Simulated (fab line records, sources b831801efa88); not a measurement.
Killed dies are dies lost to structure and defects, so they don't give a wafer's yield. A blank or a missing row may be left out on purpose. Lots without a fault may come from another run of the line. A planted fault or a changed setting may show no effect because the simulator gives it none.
A struck lot beside a sound one | flow sky130 | 16 steps out of a route of 708
Sound: wafers L134.2, L134.3, L134.5. Struck: wafers L150.1, L150.5, L150.6. The cause comes at the end.
At each step with rows: each side's tool, then ch and its chambers, then its first start. Under that, the readings that differ: sound wafers | struck wafers | difference of the means | sigmas: that difference in standard deviations of wafers without a fault.
alike: readings whose means differ by less than 2 such deviations, and words and numbers that are the same on both sides. not compared: withheld readings, readings that some wafer has no value for, bounds like >300 that may hide the same value, and numbers for which the record gives no deviation and whose values overlap.
The two part at a step that has a row with sigmas, a row that says differs or no value, or rows on one side only. Numbers that don't overlap but have no deviation are shown without sigmas and don't part them. A reading that every wafer of one side lacks parts them only if that side has two wafers or more.

first, 8 steps without rows for these wafers: SKY_METAL1_DEHYDRATE_07 (time 60 s); SKY_METAL1_HMDS_08 (prime time 60 s); SKY_METAL1_COAT_09 (resist thk 60 nm); SKY_METAL1_COAT_10 (resist thk 450 nm); SKY_METAL1_SOFTBAKE_11 (time 90 s); SKY_METAL1_EXPOSE_12 (exposes mask MM1, target cd 140 nm); SKY_METAL1_PEB_13; SKY_METAL1_DEVELOP_14 (develop time 60 s).
SKY_METAL1_CD_MEAS_15: target cd 140 nm.
  sound on cd_sem-01, day 34 17:25; struck on cd_sem-02, day 39 14:53
  alike: cd_nm
SKY_METAL1_OVL_MEAS_16:
  sound on overlay-02, day 34 17:31; struck on overlay-01, day 39 15:01
  alike: METAL1_OVL
SKY_METAL1_DESCUM_17: chemistry O2, time 8 s.
  sound on rie_metal-01 ch 0,1, day 34 17:33; struck on rie_metal-04 ch 0,1, day 39 15:03
  alike: drypump_motor_current_A, oes_product_au, temp_c
  not compared: rf_hours_counter_h
SKY_METAL1_ETCH_18: etches BARC in N2/H2, stops on SiO2, time 45.9 s, target depth 60 nm.
  sound on rie_metal-01 ch 0,1, day 34 17:35; struck on rie_metal-04 ch 0,1, day 39 15:05
  alike: bias_w, chamber_pressure_mTorr, drypump_motor_current_A, n2_flow_sccm, oes_product_au, throttle_valve_pct
  not compared: rf_hours_counter_h
SKY_METAL1_METAL_ETCH_19: etches the open film in Cl2/BCl3, stops on SiO2, target depth 360 nm, time 78 s.
  sound on rie_metal-01 ch 0,1, day 34 17:38; struck on rie_metal-04 ch 0,1, day 39 15:08
  no value came back on the struck wafers for any of 7 readings (bcl3_flow_sccm (sccm), bias_w (W) and others); on the sound wafers bcl3_flow_sccm (sccm) reads 29.87 30.02 29.98
  reading                                       | sound             | struck            | difference | sigmas
  model.KrF-thick_of_METAL1_COAT_10.thk_nm (nm) | 156.8 156.8 159.8 | 394.4 394.3 397.2 | +237.5     |
  model.SiO2_of_CONTACT_HDPCVD_02.thk_nm (nm)   | 325.8 326.2 326.4 | 335.8 337 337.4   | +10.6      |
  not compared: rf_hours_counter_h
SKY_METAL1_STRIP_20: strips in O2/N2.
  sound on plasma_asher-03 ch 0,1, day 34 17:44; struck on plasma_asher-04 ch 0,1, day 39 15:14
  reading                      | sound             | struck            | difference | sigmas
  drypump_motor_current_A (A)  | 6.2 6.2 6.2       | 4.9 5.6 4.9       | -1.1       | -2
  oes_product_au (a.u.)        | 0.337 0.343 0.345 | 0.444 0.450 0.454 | +0.108     | +20
  strip_time_to_endpoint_s (s) | 2.67 2.67 2.71    | 5.22 5.22 5.26    | +2.55      | +31
  alike: n2_flow_sccm
  not compared: rf_hours_counter_h
then, 1 step without rows for these wafers: SKY_METAL1_STRIP_21 (strips in post etch residue remover, time 1200 s).
-- the record jumps here: 11 days lie between the struck wafers' starts before and after (it left off in module METAL1 and takes up again in module PAD_OPEN, whose first step shown is number 708 of the route) --
SKY_PAD_OPEN_PROBE_99:
  sound on prober-01, day 47 06:16; struck on prober-01, day 50 19:21
  reading                  | sound          | struck                                                               | difference                   | sigmas
  hold                     | - - -          | await_dispo/2.9h/scrap await_dispo/2.9h/scrap await_dispo/2.9h/scrap | no value on the sound wafers |
  defect_limited_yield (%) | 83.9 83.9 82.3 | 0 0 0                                                                | -83                          | -42
  killed_at_M0_to_M3       | 38 31 33       | 443 451 454                                                          | +415                         | +53
  killed_dies              | 79 79 87       | 492 492 492                                                          | +410                         | +43
  killed_on_rim            | 14 11 14       | 96 96 96                                                             | +83                          | +22
  sort_bin_5_function (%)  | 8.1 10.2 11.0  | 92.1 93.5 92.7                                                       | +83.0                        | +59
  sort_n_pass              | 413 413 405    | 0 0 0                                                                | -410                         | -43
  sort_yield_pct (%)       | 83.9 83.9 82.3 | 0 0 0                                                                | -83                          | -42
  alike: killed_at_M4_up, killed_at_contacts, killed_at_front_end, killed_at_other, killed_open, killed_short, sort_bin_3_pad_short, sort_bin_6_memory

WHERE THEY PART
First at SKY_METAL1_METAL_ETCH_19; last, within this record, at SKY_PAD_OPEN_PROBE_99.

WHY: what the simulator had put in
Skipped step whole: rie_metal-04, from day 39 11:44 on, at SKY_METAL1_METAL_ETCH_19. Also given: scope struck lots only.
